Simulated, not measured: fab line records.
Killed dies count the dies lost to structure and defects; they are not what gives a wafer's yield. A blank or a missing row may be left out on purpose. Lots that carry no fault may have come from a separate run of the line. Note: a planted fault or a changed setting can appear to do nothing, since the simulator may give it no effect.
Problem report, 8D (eight disciplines) form, completed by code / flow gf180mcu / the parts of the form that need people (team, actions taken, sign-off) are left out

1. THE ISSUE
Mean V4_CVD_02_THK at GF_V4_THK_MEAS_03: 518 nm over 3 wafers in 2 lots; fault-free wafers: 849 nm, standard deviation 9.8. Relative to the usual mean, that is a shift of -34 standard deviations.
Seen first at day 29 09:26 on filmMetro-01, wafer L547.1. Wafers with a number at this step in the record: 34, from 12 lots. Rule for "out", or "out of limits": more than 4 standard deviations from the usual mean. All remaining wafers that have a number are taken as sound.

2. WHAT IT IS, AND WHAT IT ISN'T
question=which readings at this step | is=V4_CVD_02_THK | is not=-
question=which lots | is=L547, L548 | is not=L529, L530, L531, L533, L535, L536, L540, L549, L550, L551
question=which wafers of those lots | is=L547.1, L548.1, L548.4 | is not=L547.6
question=read on which gauges | is=filmMetro-01, filmMetro-03 | is not=filmMetro-02
question=when | is=from day 29 09:26 | is not=up to then (22 sound wafers); but 9 sound wafers of L549, L550, L551 came after

3. THE SUSPECTS, EACH WITH WHAT RULES IT OUT
Counting: any tool at a process step up to the reading remains a suspect provided it ran every lot that is out. Sound lots after the first of them don't rule it out here, since some wafers of a struck lot are sound.
- the gauge at GF_V4_THK_MEAS_03: ruled out. Those wafers that are out were read across 2 gauges (filmMetro-01, filmMetro-03).
- pecvd-02 at GF_V4_CVD_02 (deposits SiO2 from TEOS, target thk 850 nm, time 94.851 s): kept. Every lot that is out went through it, the first being L547 (day 29 09:22); the last sound lot it ran before that was L536 (day 26 00:56).
- Within pecvd-02 at GF_V4_CVD_02: the wafers that are out ran in chamber 2; their sound lot-mates ran in chamber 0.
Left after counting: pecvd-02 at GF_V4_CVD_02.

4. THE CAUSE (what the simulator had put in)
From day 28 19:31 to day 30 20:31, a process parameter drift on pecvd-02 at GF_V4_CVD_02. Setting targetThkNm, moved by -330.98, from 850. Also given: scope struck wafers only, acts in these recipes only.
Only this tool survived the counting.

5. THE CHAIN OF EFFECTS, in route order
One row per reading whose mean, taken over the struck wafers that have a number, lies over 3 standard deviations from the usual. Scope: only readings with a usual standard deviation given in the record; hours: median across lots of the time from each lot's start at the first step in this table that gives one to its start at this step; sigmas: change in usual standard deviations.
hours=0; step=GF_V4_THK_MEAS_03; reading=V4_CVD_02_THK; usual=849 nm; on struck wafers=518; change=-331; sigmas=-34
hours=0; step=GF_V4_CMP_04; reading=timeToEndpointS; usual=80 s; on struck wafers=40; change=-40; sigmas=-7.4
hours=-; step=GF_V4_ETCH_17; reading=oesProductAu; usual=0.856 a.u.; on struck wafers=0.769; change=-0.087; sigmas=-17
The process steps in it:
- GF_V4_CMP_04: polishes SiO2.
- GF_V4_ETCH_17: etches SiO2 in C4F8/O2/Ar, stops on TiN, target depth 630 nm.

6. HOW IT WOULD HAVE BEEN CAUGHT EARLIER
14 hours passed between the start of the fault at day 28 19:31 and the first reading out of limits at a measuring or inspecting step in this record, taken at day 29 09:26.
Of the tool readings at GF_V4_CVD_02 for which the record gives a usual standard deviation, none was out on any struck wafer, so an alarm limit of 4 standard deviations on them would not have fired.
L548, from the lots that are out (2), started GF_V4_CVD_02 on pecvd-02 later than day 29 09:26. It would have been spared by a hold on the tool at that moment.
